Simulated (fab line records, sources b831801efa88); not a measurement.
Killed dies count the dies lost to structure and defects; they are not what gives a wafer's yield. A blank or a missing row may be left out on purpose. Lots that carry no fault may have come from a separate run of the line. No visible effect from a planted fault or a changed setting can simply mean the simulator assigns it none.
Which tool was responsible?    flow sky130    Sampling: 12 lots, 36 wafers, 3 of 708 route steps

== WHAT THE GAUGES SHOWED, per wafer ==
SKY_RES_PROTECT_TW_MEAS_08. Usual: POLY_GATE_TW typically reads 4072, with standard deviation 40.
lot   measured      on             POLY_GATE_TW    flag
L789  day 16 01:13  film-metro-03  4009 4040 4032  
L792  day 17 01:44  film-metro-01  4124 4120 4100  
L794  day 17 12:30  film-metro-03  4026 4009 3996  
L799  day 19 09:52  film-metro-01  4161 4141 4133  
L801  day 20 05:55  film-metro-03  4051 4029 4033  
L802  day 20 15:13  film-metro-04  4075 4073 4086  
L803  day 20 17:14  film-metro-01  4120 4120 4106  
L804  day 21 01:32  film-metro-01  4092 4120 4102  
L807  day 22 06:50  film-metro-01  4110 4086 4106  
L808  day 22 10:39  film-metro-01  4113 4099 4091  
L809  day 23 00:53  film-metro-04  4107 4092 4070  
L810  day 23 07:44  film-metro-04  4080 4111 4097  

SKY_POLY_GATE_OVL_MEAS_14. Usual: POLY_GATE_OVL typically reads 2 nm, with standard deviation 4.7.
lot   measured      on          POLY_GATE_OVL (nm)  flag
L789  day 17 07:23  overlay-01  -8 -3 -4            
L792  day 18 10:03  overlay-02  4 -3 -3             
L794  day 18 20:16  overlay-01  0 -1 0              
L799  day 20 18:33  overlay-02  2 1 7               
L801  day 21 13:48  overlay-01  -2 1 5              
L802  day 21 23:42  overlay-01  12 6 10             
L803  day 22 01:21  overlay-02  4 2 -1              
L804  day 22 10:51  overlay-02  10 0 1              
L807  day 23 14:20  overlay-02  -4 -4 -6            
L808  day 23 18:04  overlay-02  -4 -3 -3            
L809  day 24 08:27  overlay-01  1 1 -5              
L810  day 24 14:45  overlay-01  -3 -2 1             

== TOOL THAT RAN EACH LOT (tool first, then ch and the chambers of the sampled wafers, then the start) ==
lot   SKY_SONOS_ONO_STRIP_17
L789  plasma-asher-02 ch 0,1, day 13 10:17
L792  plasma-asher-03 ch 0,1, day 14 11:19
L794  plasma-asher-04 ch 0,1, day 14 21:04
L799  plasma-asher-02 ch 0, day 16 15:59
L801  plasma-asher-04 ch 0,1, day 17 11:50
L802  plasma-asher-02 ch 0,1, day 17 19:02
L803  plasma-asher-02 ch 0,1, day 17 22:23
L804  plasma-asher-03 ch 0,1, day 18 08:14
L807  plasma-asher-04 ch 0,1, day 19 12:03
L808  plasma-asher-03 ch 0,1, day 19 14:59
L809  plasma-asher-02 ch 0,1, day 20 08:02
L810  plasma-asher-04 ch 0,1, day 20 14:08
- SKY_SONOS_ONO_STRIP_17: strips in O2/N2.

== AS READ BY THE TOOLS THEMSELVES (means over the sampled wafers that have a number; for cases with no such wafer, the mark the record gives instead) ==
SKY_SONOS_ONO_STRIP_17. Usual: drypump-motor-current-A 5.7 A, standard deviation 0.34; oes-product-au 0.711 a.u., standard deviation 0.0046; strip-time-to-endpoint-s 14.11 s, standard deviation 0.036.
lot   tool             drypump-motor-current-A (A)  oes-product-au (a.u.)  strip-time-to-endpoint-s (s)  flag
L789  plasma-asher-02  5.7                          0.711                  14.16                         
L792  plasma-asher-03  5.2                          0.709                  14.05                         
L794  plasma-asher-04  5.9                          0.707                  14.14                         
L799  plasma-asher-02  5.7                          0.712                  14.06                         
L801  plasma-asher-04  5.9                          0.715                  14.11                         
L802  plasma-asher-02  5.7                          0.714                  14.14                         
L803  plasma-asher-02  5.8                          0.710                  14.09                         
L804  plasma-asher-03  5.2                          0.707                  14.13                         
L807  plasma-asher-04  5.9                          0.706                  14.17                         
L808  plasma-asher-03  5.2                          0.710                  14.12                         
L809  plasma-asher-02  5.8                          0.713                  14.07                         
L810  plasma-asher-04  5.8                          0.712                  14.12                         

== THE ANSWER, worked out from the rows above alone ==
Rule: a lot is off if the mean of its wafers that have a number lies more than 3 standard deviations from the usual mean. A lot without any number at a reading at which 4 lots or more have one is off too. All remaining lots with rows at the step are treated as sound. First the gauges in route order, then the tools' own readings, where a lot's mean is used as printed above. The first step at which some lot is off is used, and at that step the reading that is off furthest; a lot without a number counts as furthest.
None of the lots is off at any reading shown; this tells nothing.

== WHAT HAD BEEN PUT IN BY THE SIMULATOR ==
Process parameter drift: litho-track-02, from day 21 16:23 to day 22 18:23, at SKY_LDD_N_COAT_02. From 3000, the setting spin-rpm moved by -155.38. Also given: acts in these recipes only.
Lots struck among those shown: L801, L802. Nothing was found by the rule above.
